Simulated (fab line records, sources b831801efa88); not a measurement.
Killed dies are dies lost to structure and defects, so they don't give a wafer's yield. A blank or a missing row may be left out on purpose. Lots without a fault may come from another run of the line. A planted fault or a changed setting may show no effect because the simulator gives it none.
fab line records | flow sky130
record lots=11 wafers=33 last_day=50
route steps=708 shown METAL2@486 VIA2@519 METAL3@535 PAD_OPEN@708
lots that met no fault: from a run of the same line without faults
start_h: hours from the record's first day to the start of the lot's first wafer shown | wait_h: hours since the lot's step before | " the same as in the row above | L1.1+2: a row that stands for several wafers | - no value, or no start given | * or withheld: withheld | < > ~ a bound
route shown NAME@n: a module of which the file shows steps, and the number in the route of the first | usual: mean/standard deviation of fault-free wafers | same: alike in all rows | chamber/n: place in a boat | sites: the reading at each site | _std_site: their standard deviation | _edge_site: outer sites' mean less inner sites' | radius_mm: how far each site lies from the wafer's centre | mask NAME#n: copy n | behind: the tool/chamber that last shaped the wafer | hold: why the lot was held/for how many hours/how that ended | device: the transistor (n, p or np) that didn't switch | end of line: the same wafers' tests at the end of the route | a step without rows: its recipe alone | killed: dies lost to structure and defects at the first sort, not the wafer's yield | map: a wafer's dies, x killed, . not, _ none there
set.NAME: the setting as run; set.NAME@STEP: as run at that earlier step | model.NAME: the simulator's own value behind a step, which no gauge read
steps of the route over a sample of lots; a table a step, a row a wafer
services: from which hour (start_h, from the record's first day; less than 0 if before it) a tool's chamber was out of use, for how many hours, and why
## steps
# step SKY_METAL2_SPUTTER_03
# recipe material=Ti target_thk_nm=5 power_w=3000 time_s=3.3 chamber_pressure_pa=0.4
# usual throttle_valve_pct=29.5/1.2
# columns lot.wafer tool chamber start_h wait_h throttle_valve_pct
L157.2 pvd_sputter-03 - 783.32 0.0 29.7
L157.4 " - " " 27.5
L157.5 " - " " 27.8
L158.1 pvd_sputter-03 - 802.15 0.0 30.2
L158.4 " - " " 29.7
L158.5 " - " " 29.8
L162.2 pvd_sputter-04 - 838.91 0.0 30.5
L162.5 " - " " 29.2
L162.6 " - " " 30.3
L161.3 pvd_sputter-02 - 839.57 0.0 28.3
L161.5 " - " " 28.3
L161.6 " - " " 32.2
L163.2 pvd_sputter-04 - 845.68 0.0 29.7
L163.4 " - " " 29.3
L163.6 " - " " 27.4
L171.2 pvd_sputter-02 - 898.12 0.0 28.4
L171.4 " - " " 31.9
L171.5 " - " " 30.9
L175.1 pvd_sputter-02 - 947.94 0.0 30.8
L175.4 " - " " 30.4
L175.5 " - " " 30.5
L177.2 pvd_sputter-04 - 955.73 0.0 30.6
L177.5 " - " " 27.5
L177.6 " - " " 29.7
L178.1 pvd_sputter-02 - 956.74 0.0 28.7
L178.3 " - " " 31.0
L178.5 " - " " 32.3
L176.1 pvd_sputter-04 - 959.44 0.0 27.5
L176.4 " - " " 30.0
L176.5 " - " " 27.6
L179.2 pvd_sputter-04 - 963.04 0.0 29.9
L179.3 " - " " 29.3
L179.5 " - " " 29.4
# step SKY_VIA2_CD_MEAS_12
# recipe target_cd_nm=200
# usual cd_nm=199.7/1.4
# columns lot.wafer tool chamber start_h wait_h cd_nm
L157.2 cd_sem-02 - 836.99 - 200.7
L157.4 " - " " 201.9
L157.5 " - " " 201.7
L158.1 cd_sem-02 - 855.70 - 199.2
L158.4 " - " " 200.4
L158.5 " - " " 201.0
L162.2 cd_sem-02 - 892.19 - 198.6
L162.5 " - " " 199.8
L162.6 " - " " 197.7
L161.3 cd_sem-01 - 892.90 - 200.1
L161.5 " - " " 199.6
L161.6 " - " " 200.5
L163.2 cd_sem-02 - 898.18 - 198.2
L163.4 " - " " 199.4
L163.6 " - " " 198.0
L171.2 cd_sem-01 - 949.43 - 200.5
L171.4 " - " " 197.9
L171.5 " - " " 201.4
L175.1 cd_sem-01 - 997.26 - 200.6
L175.4 " - " " 199.4
L175.5 " - " " 200.1
L177.2 cd_sem-01 - 1003.79 - 201.6
L177.5 " - " " 200.4
L177.6 " - " " 202.2
L178.1 cd_sem-01 - 1005.61 - 197.4
L178.3 " - " " 197.8
L178.5 " - " " 199.2
L176.1 cd_sem-01 - 1007.77 - 199.5
L176.4 " - " " 199.5
L176.5 " - " " 200.6
L179.2 cd_sem-01 - 1011.67 - 198.1
L179.3 " - " " 199.1
L179.5 " - " " 199.9
# step SKY_VIA2_CVD_21
# recipe material=W target_thk_nm=420 time_s=126.4 temp_c=400 pressure_torr=40
# usual heater_power_w=867/130
# columns lot.wafer tool chamber start_h wait_h heater_power_w
L157.2 cvd_w-01 1 837.88 0.0 823
L157.4 " 0 " " 1102
L157.5 " 0 " " 1085
L158.1 cvd_w-02 0 856.62 0.0 833
L158.4 " 0 " " 843
L158.5 " 0 " " 854
L162.2 cvd_w-02 0 893.08 0.0 830
L162.5 " 0 " " 848
L162.6 " 1 " " 706
L161.3 cvd_w-01 0 893.82 0.1 1104
L161.5 " 1 " " 834
L161.6 " 0 " " 1110
L163.2 cvd_w-01 1 899.08 0.0 858
L163.4 " 0 " " 1096
L163.6 " 0 " " 1106
L171.2 cvd_w-02 0 950.33 0.0 858
L171.4 " 1 " " 716
L171.5 " 1 " " 720
L175.1 cvd_w-01 1 998.18 0.0 808
L175.4 " 0 " " 1047
L175.5 " 1 " " 787
L177.2 cvd_w-01 0 1004.68 0.0 1027
L177.5 " 0 " " 1043
L177.6 " 1 " " 784
L178.1 cvd_w-01 1 1006.53 0.0 777
L178.3 " 1 " " 803
L178.5 " 0 " " 1021
L176.1 cvd_w-02 1 1008.69 0.0 716
L176.4 " 0 " " 853
L176.5 " 0 " " 872
L179.2 cvd_w-02 1 1012.65 0.1 742
L179.3 " 1 " " 716
L179.5 " 1 " " 728
# step SKY_VIA2_RS_MEAS_22
# recipe thk_meas_gauge=four-point-probe reads=W_of_VIA2_CVD_21+TiN_of_VIA2_SPUTTER_20
# usual VIA2_W_RS=0.273/0.0033
# columns lot.wafer tool chamber start_h wait_h VIA2_W_RS[ohm/sq]
L157.2 film_metro-03 - 838.03 0.1 0.275
L157.4 " - " " 0.276
L157.5 " - " " 0.275
L158.1 film_metro-04 - 856.75 0.1 0.271
L158.4 " - " " 0.273
L158.5 " - " " 0.268
L162.2 film_metro-04 - 893.23 0.1 0.274
L162.5 " - " " 0.273
L162.6 " - " " 0.268
L161.3 film_metro-04 - 893.95 0.1 0.271
L161.5 " - " " 0.711
L161.6 " - " " 0.272
L163.2 film_metro-04 - 899.23 0.1 0.717
L163.4 " - " " 0.272
L163.6 " - " " 0.269
L171.2 film_metro-04 - 950.48 0.1 0.273
L171.4 " - " " 0.270
L171.5 " - " " 0.274
L175.1 film_metro-01 - 998.31 0.1 0.270
L175.4 " - " " 0.274
L175.5 " - " " 0.266
L177.2 film_metro-04 - 1004.83 0.1 0.280
L177.5 " - " " 0.278
L177.6 " - " " 0.273
L178.1 film_metro-04 - 1006.66 0.1 0.274
L178.3 " - " " 0.274
L178.5 " - " " 0.275
L176.1 film_metro-03 - 1008.82 0.1 0.275
L176.4 " - " " 0.273
L176.5 " - " " 0.279
L179.2 film_metro-03 - 1012.89 0.2 0.275
L179.3 " - " " 0.273
L179.5 " - " " 0.274
# step SKY_VIA2_THK_MEAS_23
# recipe thk_meas_gauge=xrf reads=W_of_VIA2_CVD_21
# usual VIA2_W_THK=412/6.8
# columns lot.wafer tool chamber start_h wait_h VIA2_W_THK[nm]
L157.2 film_metro-03 - 838.14 0.1 408
L157.4 " - " " 405
L157.5 " - " " 407
L158.1 film_metro-04 - 856.87 0.1 412
L158.4 " - " " 409
L158.5 " - " " 416
L162.2 film_metro-04 - 893.34 0.1 413
L162.5 " - " " 415
L162.6 " - " " 420
L161.3 film_metro-04 - 894.05 0.1 416
L161.5 " - " " 163
L161.6 " - " " 411
L163.2 film_metro-04 - 899.34 0.1 160
L163.4 " - " " 416
L163.6 " - " " 424
L171.2 film_metro-04 - 950.59 0.1 420
L171.4 " - " " 421
L171.5 " - " " 415
L175.1 film_metro-01 - 998.43 0.1 411
L175.4 " - " " 401
L175.5 " - " " 412
L177.2 film_metro-04 - 1004.94 0.1 403
L177.5 " - " " 407
L177.6 " - " " 415
L178.1 film_metro-04 - 1006.78 0.1 414
L178.3 " - " " 410
L178.5 " - " " 410
L176.1 film_metro-03 - 1008.94 0.1 403
L176.4 " - " " 402
L176.5 " - " " 399
L179.2 film_metro-03 - 1013.00 0.1 402
L179.3 " - " " 401
L179.5 " - " " 404
# step SKY_VIA2_CMP_24
# recipe stop_on=SiO2 t_overpolish_s=20 down_force_psi=3.5 platen_rpm=60 target_thk_nm=0 pad_velocity_m_s=0.94248
# usual motor_current_A=11.4/1.6 time_to_endpoint_s=102/5.9
# columns lot.wafer tool chamber start_h wait_h motor_current_A time_to_endpoint_s
L157.4 cmp-02 1 838.19 0.0 8.5 111
L157.2 " 0 " " 9.0 112
L157.5 " 2 " " 12.0 102
L158.1 cmp-02 2 856.93 0.1 11.0 106
L158.4 " 3 " " 14.7 108
L158.5 " 3 " " 13.6 109
L162.2 cmp-02 1 893.49 0.1 8.9 108
L162.5 " 3 " " 13.9 107
L162.6 " 0 " " 9.2 110
L161.3 cmp-02 3 894.09 0.0 14.3 108
L161.6 " 3 " " 14.3 106
L161.5 " 0 " " 9.4 45
L163.2 cmp-02 2 899.44 0.1 11.6 38
L163.4 " 3 " " 14.4 106
L163.6 " 2 " " 11.0 101
L171.4 cmp-02 2 950.64 0.0 11.4 103
L171.2 " 0 " " 9.5 111
L171.5 " 3 " " 14.1 104
L175.4 cmp-02 2 998.51 0.0 11.3 97
L175.1 " 0 " " 9.8 110
L175.5 " 2 " " 12.3 103
L177.2 cmp-01 1 1005.04 0.1 10.5 98
L177.6 " 0 " " 12.8 98
L177.5 " 1 " " 10.9 99
L178.3 cmp-01 2 1006.84 0.0 11.0 92
L178.1 " 0 " " 12.1 97
L178.5 " 2 " " 10.4 94
L176.1 cmp-01 0 1009.05 0.1 12.7 98
L176.4 " 2 " " 11.1 95
L176.5 " 0 " " 12.8 97
L179.3 cmp-01 3 1013.15 0.1 11.8 94
L179.2 " 0 " " 12.9 95
L179.5 " 1 " " 10.9 98
# step SKY_METAL3_SPUTTER_03
# recipe material=Ti target_thk_nm=5 power_w=3000 time_s=3.3 chamber_pressure_pa=0.4
# usual throttle_valve_pct=29.9/1.1
# columns lot.wafer tool chamber start_h wait_h throttle_valve_pct
L157.2 pvd_sputter-02 - 838.58 0.0 28.7
L157.4 " - " " 32.2
L157.5 " - " " 30.3
L158.1 pvd_sputter-02 - 857.31 0.0 30.7
L158.4 " - " " 30.6
L158.5 " - " " 32.0
L162.2 pvd_sputter-02 - 893.78 0.0 32.1
L162.5 " - " " 30.4
L162.6 " - " " 30.6
L161.3 pvd_sputter-03 - 894.47 0.0 29.6
L161.5 " - " " 30.1
L161.6 " - " " 29.6
L163.2 pvd_sputter-03 - 899.78 0.0 29.5
L163.4 " - " " 27.7
L163.6 " - " " 29.5
L171.2 pvd_sputter-01 - 951.02 0.0 31.0
L171.4 " - " " 30.9
L171.5 " - " " 31.0
L175.1 pvd_sputter-03 - 998.90 0.0 29.3
L175.4 " - " " 30.0
L175.5 " - " " 29.8
L177.2 pvd_sputter-02 - 1005.38 0.0 28.5
L177.5 " - " " 32.0
L177.6 " - " " 30.7
L178.1 pvd_sputter-03 - 1007.23 0.0 30.3
L178.3 " - " " 29.9
L178.5 " - " " 29.3
L176.1 pvd_sputter-03 - 1009.39 0.0 29.4
L176.4 " - " " 29.7
L176.5 " - " " 30.2
L179.2 pvd_sputter-01 - 1013.43 0.0 31.2
L179.3 " - " " 29.2
L179.5 " - " " 31.2
# step SKY_PAD_OPEN_PROBE_99
# usual defect_limited_yield=82.5/1.9 killed_at_M0_to_M3=43/6.6 killed_at_M4_up=3.0/1.8 killed_at_contacts=24/5.1 killed_at_front_end=16/4.5 killed_at_other=0.3/0.67 killed_dies=86/9.3 killed_on_rim=17/3.8 killed_open=47/6.9 killed_short=39/6.6 sort_bin_3_pad_short=0.9/0.41 sort_bin_5_function=10.4/1.4 sort_bin_6_memory=6.2/1.1 sort_n_pass=406/9.3 sort_yield_pct=82.5/1.9
# same gross_dies=492 killed_at_back_side=0 sort_bin_4_leakage[%]=0 sort_bin_8_speed[%]=0
# columns lot.wafer tool chamber start_h wait_h defect_limited_yield[%] killed_at_M0_to_M3 killed_at_M4_up killed_at_contacts killed_at_front_end killed_at_other killed_dies killed_on_rim killed_open killed_short sort_bin_3_pad_short[%] sort_bin_5_function[%] sort_bin_6_memory[%] sort_n_pass sort_yield_pct[%]
L157.2 prober-02 - 1065.03 0.1 82.3 38 2 32 15 0 87 19 46 40 0.8 10.8 6.1 405 82.3
L157.4 prober-02 - 1065.13 0.2 79.5 56 6 22 17 0 101 17 45 55 1.2 11.0 8.3 391 79.5
L157.5 prober-02 - 1065.18 0.2 80.5 51 4 23 18 0 96 16 42 53 0.8 10.8 7.9 396 80.5
L158.1 prober-02 - 1081.23 0.1 83.3 44 5 25 8 0 82 17 54 26 0.4 10.0 6.3 410 83.3
L158.4 prober-02 - 1081.38 0.2 84.1 40 2 17 19 0 78 19 38 38 1.6 9.6 4.7 414 84.1
L158.5 prober-02 - 1081.43 0.2 82.7 46 3 20 15 1 85 21 47 38 0.4 11.0 5.9 407 82.7
L162.2 prober-02 - 1108.08 0.1 83.7 41 2 20 15 2 80 13 39 41 1.0 7.7 7.5 412 83.7
L162.5 prober-02 - 1108.23 0.2 82.1 50 4 17 17 0 88 16 46 41 1.2 10.8 5.9 404 82.1
L162.6 prober-02 - 1108.28 0.2 81.5 47 3 27 14 0 91 12 54 37 0.6 11.8 6.1 401 81.5
L163.2 prober-01 - 1115.05 0.1 83.5 40 4 14 23 0 81 12 50 29 0.4 10.6 5.5 411 83.5
L163.4 prober-01 - 1115.15 0.2 84.3 28 1 26 21 1 77 14 38 39 0.8 10.0 4.9 415 84.3
L163.6 prober-01 - 1115.25 0.2 81.7 46 1 25 18 0 90 20 47 43 1.0 10.6 6.7 402 81.7
L171.2 prober-01 - 1155.43 0.1 78.7 43 3 36 22 1 105 19 66 38 2.2 11.8 7.3 387 78.7
L171.4 prober-01 - 1155.53 0.2 77.6 52 3 25 30 0 110 21 56 54 0.8 12.0 9.6 382 77.6
L171.5 prober-01 - 1155.58 0.2 80.7 46 0 24 25 0 95 20 43 52 1.2 11.8 6.3 397 80.7
L175.1 prober-01 - 1188.73 0.1 83.3 39 0 22 21 0 82 16 47 35 0.4 10.2 6.1 410 83.3
L175.4 prober-01 - 1188.88 0.2 82.9 40 5 21 17 1 84 18 49 35 0.2 12.2 4.7 408 82.9
L175.5 prober-01 - 1188.93 0.2 81.7 41 6 21 21 1 90 20 57 33 1.0 11.8 5.5 402 81.7
L177.2 prober-02 - 1192.48 0.1 83.1 40 5 26 9 3 83 18 44 39 1.8 9.6 5.5 409 83.1
L177.5 prober-02 - 1192.63 0.2 82.9 49 2 24 9 0 84 12 46 38 0.4 11.6 5.1 408 82.9
L177.6 prober-02 - 1192.68 0.2 83.9 40 2 19 17 1 79 13 44 34 1.4 9.6 5.1 413 83.9
L176.1 prober-02 - 1195.13 0.1 80.9 46 2 22 24 0 94 21 58 35 1.0 11.8 6.3 398 80.9
L176.4 prober-02 - 1195.28 0.2 83.5 41 1 20 19 0 81 15 29 51 1.4 10.0 5.1 411 83.5
L176.5 prober-02 - 1195.33 0.2 83.7 42 0 22 16 0 80 20 41 39 0.8 8.9 6.5 412 83.7
# killed by level:class
L157.2 LI_CONTACT:geometric_particle:open=9 VIA1:geometric_particle:open=9 LOCAL_INTERCONNECT:geometric_particle:short=8 CONTACT:geometric_particle:short=7 CONTACT:geometric_particle:open=6 VIA3:geometric_particle:open=6 FIELD_ISO:geometric_particle:open=5 METAL1:geometric_particle:short=5
L157.4 VIA1:geometric_particle:open=12 METAL1:geometric_particle:short=9 CONTACT:geometric_particle:open=7 POLY_GATE:geometric_particle:short=6 VIA2:geometric_particle:short=6 LI_CONTACT:geometric_particle:open=6 VIA2:geometric_particle:open=6 VIA3:geometric_particle:short=6
L157.5 VIA1:geometric_particle:open=13 METAL2:geometric_particle:short=8 CONTACT:geometric_particle:open=7 POLY_GATE:geometric_particle:short=6 VIA2:geometric_particle:open=6 VIA3:geometric_particle:short=6 CONTACT:geometric_particle:short=5 VIA1:geometric_particle:short=5
L158.1 CONTACT:geometric_particle:open=10 VIA2:geometric_particle:open=9 VIA3:geometric_particle:open=9 VIA1:geometric_particle:open=8 LI_CONTACT:geometric_particle:open=6 LOCAL_INTERCONNECT:geometric_particle:short=6 FIELD_ISO:geometric_particle:open=3 VIA1:geometric_particle:short=3
L158.4 VIA1:geometric_particle:open=8 FIELD_ISO:geometric_particle:short=7 VIA3:geometric_particle:open=6 FIELD_ISO:geometric_particle:open=5 LI_CONTACT:geometric_particle:open=5 VIA2:geometric_particle:open=5 VIA3:geometric_particle:short=5 CONTACT:geometric_particle:open=4
L158.5 VIA1:geometric_particle:open=16 METAL1:geometric_particle:short=8 LI_CONTACT:geometric_particle:open=7 VIA2:geometric_particle:open=6 FIELD_ISO:geometric_particle:open=5 CONTACT:geometric_particle:open=5 METAL2:geometric_particle:short=5 FIELD_ISO:geometric_particle:short=3
L162.2 CONTACT:geometric_particle:open=9 VIA2:geometric_particle:open=9 METAL1:geometric_particle:short=6 VIA1:geometric_particle:open=6 POLY_GATE:geometric_particle:short=5 LI_CONTACT:geometric_particle:open=4 METAL2:geometric_particle:short=4 VIA1:geometric_particle:short=4
L162.5 VIA1:geometric_particle:open=13 VIA3:geometric_particle:open=8 POLY_GATE:geometric_particle:short=6 CONTACT:geometric_particle:open=6 VIA1:geometric_particle:short=6 VIA2:geometric_particle:open=6 METAL1:geometric_particle:short=5 CONTACT:geometric_particle:short=5
L162.6 VIA1:geometric_particle:open=10 CONTACT:geometric_particle:open=8 VIA3:geometric_particle:open=8 LI_CONTACT:geometric_particle:open=6 CONTACT:geometric_particle:short=5 VIA2:geometric_particle:open=5 METAL3:geometric_particle:short=5 FIELD_ISO:geometric_particle:open=4
L163.2 VIA1:geometric_particle:open=11 VIA2:geometric_particle:open=7 CONTACT:geometric_particle:open=7 VIA3:geometric_particle:open=7 FIELD_ISO:geometric_particle:short=6 FIELD_ISO:geometric_particle:open=5 POLY_GATE:geometric_particle:open=5 METAL1:geometric_particle:short=5
L163.4 CONTACT:geometric_particle:short=11 VIA1:geometric_particle:open=9 FIELD_ISO:geometric_particle:short=8 CONTACT:geometric_particle:open=8 FIELD_ISO:geometric_particle:open=6 POLY_GATE:geometric_particle:open=4 LI_CONTACT:geometric_particle:open=4 METAL2:geometric_particle:short=4
L163.6 CONTACT:geometric_particle:open=11 VIA2:geometric_particle:open=11 LOCAL_INTERCONNECT:geometric_particle:short=7 FIELD_ISO:geometric_particle:open=6 VIA2:geometric_particle:short=6 VIA1:geometric_particle:open=5 VIA1:geometric_particle:short=5 METAL2:geometric_particle:short=5
L171.2 CONTACT:geometric_particle:open=14 VIA1:geometric_particle:open=11 LI_CONTACT:geometric_particle:open=8 CONTACT:geometric_particle:short=8 METAL2:geometric_particle:short=7 VIA3:geometric_particle:open=7 POLY_GATE:geometric_particle:open=6 VIA2:geometric_particle:open=6
L171.4 VIA1:geometric_particle:open=12 FIELD_ISO:geometric_particle:short=8 POLY_GATE:geometric_particle:short=8 CONTACT:geometric_particle:open=8 VIA3:geometric_particle:open=8 LOCAL_INTERCONNECT:geometric_particle:short=6 VIA2:geometric_particle:open=6 POLY_GATE:geometric_particle:open=5
L171.5 METAL2:geometric_particle:short=10 CONTACT:geometric_particle:open=10 METAL1:geometric_particle:short=8 FIELD_ISO:geometric_particle:short=7 FIELD_ISO:geometric_particle:open=7 VIA3:geometric_particle:open=7 LI_CONTACT:geometric_particle:open=6 METAL3:geometric_particle:short=6
L175.1 LI_CONTACT:geometric_particle:open=8 VIA1:geometric_particle:open=8 CONTACT:geometric_particle:open=7 VIA1:geometric_particle:short=6 FIELD_ISO:geometric_particle:open=5 POLY_GATE:geometric_particle:short=5 POLY_GATE:geometric_particle:open=5 METAL1:geometric_particle:short=4
L175.4 VIA1:geometric_particle:open=11 CONTACT:geometric_particle:open=8 VIA2:geometric_particle:open=7 VIA3:geometric_particle:open=6 FIELD_ISO:geometric_particle:short=5 METAL2:geometric_particle:short=5 LOCAL_INTERCONNECT:geometric_particle:short=5 METAL3:geometric_particle:short=5
L175.5 VIA1:geometric_particle:open=14 VIA2:geometric_particle:open=10 POLY_GATE:geometric_particle:open=7 LOCAL_INTERCONNECT:geometric_particle:short=6 CONTACT:geometric_particle:open=6 CONTACT:geometric_particle:short=5 VIA2:geometric_particle:short=5 VIA3:geometric_particle:open=5
L177.2 CONTACT:geometric_particle:open=9 LI_CONTACT:geometric_particle:open=8 VIA1:geometric_particle:open=8 VIA3:geometric_particle:open=6 VIA2:geometric_particle:short=5 VIA2:geometric_particle:open=5 METAL4:geometric_particle:short=5 METAL1:geometric_particle:short=4
L177.5 VIA3:geometric_particle:open=16 VIA1:geometric_particle:open=9 VIA3:geometric_particle:short=8 LOCAL_INTERCONNECT:geometric_particle:short=6 CONTACT:geometric_particle:open=6 CONTACT:geometric_particle:short=5 VIA1:geometric_particle:short=4 LI_CONTACT:geometric_particle:short=3
L177.6 VIA1:geometric_particle:open=11 CONTACT:geometric_particle:open=8 FIELD_ISO:geometric_particle:short=6 VIA2:geometric_particle:open=5 POLY_GATE:geometric_particle:short=4 LI_CONTACT:geometric_particle:short=4 VIA3:geometric_particle:open=4 LI_CONTACT:geometric_particle:open=3
L176.1 CONTACT:geometric_particle:open=13 VIA2:geometric_particle:open=10 VIA1:geometric_particle:open=8 FIELD_ISO:geometric_particle:open=7 POLY_GATE:geometric_particle:open=7 METAL2:geometric_particle:short=7 FIELD_ISO:geometric_particle:short=6 VIA1:geometric_particle:short=5
L176.4 METAL2:geometric_particle:short=13 VIA2:geometric_particle:open=8 LOCAL_INTERCONNECT:geometric_particle:short=7 FIELD_ISO:geometric_particle:short=6 CONTACT:geometric_particle:short=6 METAL1:geometric_particle:short=5 POLY_GATE:geometric_particle:open=4 CONTACT:geometric_particle:open=4
L176.5 CONTACT:geometric_particle:open=10 VIA1:geometric_particle:short=6 VIA2:geometric_particle:short=6 VIA1:geometric_particle:open=5 VIA3:geometric_particle:open=5 FIELD_ISO:geometric_particle:open=4 LI_CONTACT:geometric_particle:open=4 LI_CONTACT:geometric_particle:short=4
## services
# columns tool chamber start_h hours kind
cvd_w-01 - 761.16 0.5 repair
pvd_sputter-04 - 803.63 4.1 repair
pvd_sputter-03 - 821.30 1.0 repair
cvd_w-02 - 841.62 1.3 repair
cmp-02 - 843.07 4.3 repair
pvd_sputter-03 - 844.45 10.9 repair
pvd_sputter-04 - 848.05 0.5 repair
cmp-02 - 861.57 3.0 pm
cvd_w-02 0 864.05 26.6 repair
pvd_sputter-04 - 885.90 6.6 repair
cvd_w-02 - 894.68 6.0 pm
pvd_sputter-02 - 897.00 0.5 repair
cvd_w-01 - 904.00 14.0 pm
cmp-02 - 912.29 4.0 pm
cvd_w-02 - 932.56 0.4 repair
pvd_sputter-02 - 935.76 6.9 repair
cvd_w-02 - 950.81 0.6 repair
cmp-02 - 951.09 0.5 repair
pvd_sputter-02 - 952.41 2.5 repair
cmp-02 - 962.98 4.2 repair
pvd_sputter-04 - 964.62 3.7 repair
cvd_w-02 - 988.14 0.3 repair
cmp-02 - 1005.00 1.9 repair
cvd_w-01 1 1009.28 8.0 repair
## key
first_sign step=SKY_VIA2_RS_MEAS_22 reading=VIA2_W_RS direction=up sigmas=99+ usual=0.273 struck=0.714
effect step=SKY_VIA2_THK_MEAS_23 reading=VIA2_W_THK direction=down sigmas=37 usual=412 struck=162
effect step=SKY_VIA2_CMP_24 reading=time_to_endpoint_s direction=down sigmas=10 usual=* struck=*
met_at SKY_VIA2_CVD_21
struck_lots L161,L163
struck_wafers L161.5,L163.2
not_acting_at SKY_METAL2_SPUTTER_03,SKY_VIA2_CD_MEAS_12,SKY_METAL3_SPUTTER_03
onset_between 837.88 893.82
fault kind=process_parameter_drift tool=cvd_w-01 chamber=1 onset_h=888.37 steps=SKY_VIA2_CVD_21 channel=target_thk_nm offset=-262.52 shape=step end_h=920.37 acts_in=these_recipes_only stated=420
